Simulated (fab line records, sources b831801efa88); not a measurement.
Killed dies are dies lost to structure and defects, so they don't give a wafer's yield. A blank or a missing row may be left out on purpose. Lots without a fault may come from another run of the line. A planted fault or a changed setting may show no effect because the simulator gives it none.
A struck lot beside a sound one | flow sky130 | 17 steps out of a route of 708
Sound: wafers L694.4, L694.5, L694.6. Struck: wafers L690.2, L690.4, L690.5. The cause comes at the end.
At each step with rows: each side's tool, then ch and its chambers, then its first start. Under that, the readings that differ: sound wafers | struck wafers | difference of the means | sigmas: that difference in standard deviations of wafers without a fault.
alike: readings whose means differ by less than 2 such deviations, and words and numbers that are the same on both sides. not compared: withheld readings, readings that some wafer has no value for, bounds like >300 that may hide the same value, and numbers for which the record gives no deviation and whose values overlap.
The two part at a step that has a row with sigmas, a row that says differs or no value, or rows on one side only. Numbers that don't overlap but have no deviation are shown without sigmas and don't part them. A reading that every wafer of one side lacks parts them only if that side has two wafers or more.

first, 1 step without rows for these wafers: SKY_VT_ADJUST_NCORE_IMPLANT_09.
SKY_VT_ADJUST_NCORE_STRIP_10: strips in O2/N2.
  sound on plasma_asher-03 ch 0,1, day 12 15:49; struck on plasma_asher-02 ch 0,1, day 11 05:50
  alike: drypump_motor_current_A, oes_product_au, strip_time_to_endpoint_s
  not compared: rf_hours_counter_h
SKY_VT_ADJUST_NCORE_TW_MEAS_11:
  sound on film_metro-02, day 12 15:55; struck on film_metro-03, day 11 05:56
  alike: VT_ADJUST_NCORE_TW
then, 7 steps without rows for these wafers: SKY_VT_ADJUST_HVTR_DEHYDRATE_00 (time 60 s); SKY_VT_ADJUST_HVTR_HMDS_01 (prime time 60 s); SKY_VT_ADJUST_HVTR_COAT_02 (resist thk 1140 nm); SKY_VT_ADJUST_HVTR_SOFTBAKE_03 (time 60 s); SKY_VT_ADJUST_HVTR_EXPOSE_04 (exposes mask HVTRM, target cd 380 nm); SKY_VT_ADJUST_HVTR_PEB_05; SKY_VT_ADJUST_HVTR_DEVELOP_06 (develop time 60 s).
SKY_VT_ADJUST_HVTR_CD_MEAS_07: target cd 380 nm.
  sound on cd_sem-02, day 13 17:30; struck on cd_sem-01, day 12 04:16
  reading    | sound             | struck            | difference | sigmas
  cd_nm (nm) | 380.0 378.1 376.1 | 385.3 383.9 384.7 | +6.6       | +2
SKY_VT_ADJUST_HVTR_OVL_MEAS_08:
  sound on overlay-01, day 13 17:34; struck on overlay-02, day 12 04:23
  alike: VT_ADJUST_HVTR_OVL
SKY_VT_ADJUST_HVTR_IMPLANT_09:
  sound on implanter-01 ch 0, day 13 17:40; struck on implanter-03 ch 0, day 12 04:26
  reading            | sound                        | struck                           | difference  | sigmas
  dose_ions_cm2      | 2.1e+12 2.0973e+12 2.099e+12 | 1.1641e+12 1.1631e+12 1.1625e+12 | -9.3553e+11 | -99 or more
  faraday_current_uA | 11.87 11.89 11.81            | 6.66 6.51 6.60                   | -5.27       | -23
  alike: end_station_pressure_torr
SKY_VT_ADJUST_HVTR_STRIP_10: strips in O2/N2.
  sound on plasma_asher-02 ch 0,1, day 13 17:47; struck on plasma_asher-02 ch 0,1, day 12 04:34
  reading                      | sound             | struck            | difference | sigmas
  strip_time_to_endpoint_s (s) | 14.27 14.24 14.24 | 14.10 14.17 14.14 | -0.11      | -3
  alike: drypump_motor_current_A, oes_product_au
  not compared: rf_hours_counter_h
SKY_VT_ADJUST_HVTR_TW_MEAS_11:
  sound on film_metro-04, day 13 17:52; struck on film_metro-03, day 12 04:40
  reading           | sound             | struck            | difference | sigmas
  VT_ADJUST_HVTR_TW | 211.7 211.4 210.8 | 177.3 180.1 179.5 | -32.3      | -29
then, 1 step without rows for these wafers: SKY_VT_ADJUST_PCH_DEHYDRATE_00 (time 60 s).
-- the record jumps here: 36 days lie between the struck wafers' starts before and after (it left off in module VT_ADJUST_PCH and takes up again in module PAD_OPEN, whose first step shown is number 708 of the route) --
SKY_PAD_OPEN_PROBE_99:
  sound on prober-01, day 49 05:51; struck on prober-01, day 47 22:05
  reading                                  | sound                   | struck                  | difference | sigmas
  model.etest.pfet_01v8_mvt.drive_ua_um    | 149.9 150.9 150         | 135.6 136.9 134.1       | -14.7      |
  model.etest.pfet_01v8_mvt.off_log10_a_um | -10.7 -10.83 -10.88     | -12.16 -12.08 -12.26    | -1.36      |
  model.etest.pfet_01v8_mvt.vt_sat_v (V)   | -0.5764 -0.5841 -0.5889 | -0.694 -0.6974 -0.6988  | -0.114     |
  model.etest.pfet_01v8_mvt.vt_v (V)       | -0.6624 -0.6682 -0.6728 | -0.7592 -0.7632 -0.7652 | -0.0947    |
  model.etest.pfet_01v8_mvt.vt_long_v (V)  | -0.865 -0.88 -0.8778    | -0.9597 -0.9598 -0.9588 | -0.0852    |
  alike: killed_at_M0_to_M3, killed_at_M4_up, killed_at_contacts, killed_at_front_end, killed_at_other, killed_dies, killed_open, killed_short

WHERE THEY PART
First at SKY_VT_ADJUST_HVTR_CD_MEAS_07; last, within this record, at SKY_VT_ADJUST_HVTR_TW_MEAS_11. Later steps at which nothing parts them and some readings are alike: SKY_PAD_OPEN_PROBE_99.

WHY: what the simulator had put in
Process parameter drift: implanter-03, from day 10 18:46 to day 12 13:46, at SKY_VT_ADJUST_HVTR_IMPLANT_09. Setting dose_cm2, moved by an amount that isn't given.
